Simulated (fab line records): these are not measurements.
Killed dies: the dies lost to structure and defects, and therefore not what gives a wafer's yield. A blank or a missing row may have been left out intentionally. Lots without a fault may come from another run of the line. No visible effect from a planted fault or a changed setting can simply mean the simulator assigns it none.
Chamber matching + flow gf180mcu + 4 sister chambers for GF_V4_CMP_26 on cmp-02
The step polishes, stops on SiO2, t overpolish 15 s, target thk 0 nm. 14 wafers are shown with their chamber, then 7 later ones without.

== EACH WAFER AND ITS CHAMBER ==
| wafer  | chamber | motorCurrentA (A) | timeToEndpointS (s) | overpolishRunS (s) |
|--------|---------|-------------------|---------------------|--------------------|
| L394.3 | 3       | 9.5               | 79                  | 14.999             |
| L394.4 | 2       | 9.8               | 88                  | 15.010             |
| L394.5 | 0       | 13.6              | 79                  | 14.998             |
| L402.1 | 0       | 14.7              | 82                  | 15.011             |
| L402.3 | 2       | 10.3              | 91                  | 15.004             |
| L402.4 | 3       | 8.9               | 82                  | 14.988             |
| L403.4 | 2       | 10.0              | 92                  | 15.004             |
| L403.5 | 2       | 10.1              | 94                  | 15.005             |
| L403.6 | 1       | 13.4              | 89                  | 15.007             |
| L405.3 | 1       | 12.4              | 93                  | 15.008             |
| L405.4 | 3       | 9.4               | 85                  | 14.997             |
| L405.6 | 1       | 12.6              | 92                  | 15.011             |
| L407.2 | 3       | 9.3               | 86                  | 15.014             |
| L407.4 | 1       | 13.3              | 92                  | 14.997             |

SIGNATURES (means of the wafers above)
| reading         | chamber 0 | chamber 1 | chamber 2 | chamber 3 | scatter within a chamber |
|-----------------|-----------|-----------|-----------|-----------|--------------------------|
| motorCurrentA   | 14.150    | 12.925    | 10.050    | 9.275     | 0.411                    |
| timeToEndpointS | 80.50     | 91.50     | 91.25     | 83.00     | 2.49                     |
| overpolishRunS  | 15.00450  | 15.00575  | 15.00575  | 14.99950  | 0.00754                  |
Rule: distance of a wafer from a chamber = root of the sum over the readings of ((wafer's reading minus chamber's mean) / reading's scatter) squared. If the next closest chamber is less than 2 further off than the closest, the wafer can't be placed; otherwise it belongs to the closest. The scatter is the square root of a quotient: the sum, over the shown wafers, of each reading's squared deviation from its chamber's mean, divided by wafers minus chambers.

== WAFERS WITHOUT THEIR CHAMBER ==
| wafer  | motorCurrentA (A) | timeToEndpointS (s) | overpolishRunS (s) |
|--------|-------------------|---------------------|--------------------|
| L407.6 | 10.4              | 93                  | 15.006             |
| L410.1 | 10.3              | 90                  | 14.997             |
| L410.2 | 9.4               | 87                  | 14.995             |
| L410.3 | 14.4              | 83                  | 14.984             |
| L412.1 | 14.4              | 78                  | 14.998             |
| L412.2 | 13.8              | 85                  | 15.009             |
| L412.3 | 9.8               | 90                  | 15.013             |

== CHAMBER TAKEN BY EACH ==
| wafer  | from the rows above     | in truth |
|--------|-------------------------|----------|
| L407.6 | 2                       | 2        |
| L410.1 | 2                       | 2        |
| L410.2 | can't be placed: 3 or 2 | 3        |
| L410.3 | 0                       | 0        |
| L412.1 | 0                       | 0        |
| L412.2 | can't be placed: 0 or 1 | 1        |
| L412.3 | 2                       | 2        |
Placed correctly: 5 of 7. Not placeable from these rows: 2 (in 2, the candidates include the true chamber). Placed wrongly: 0.
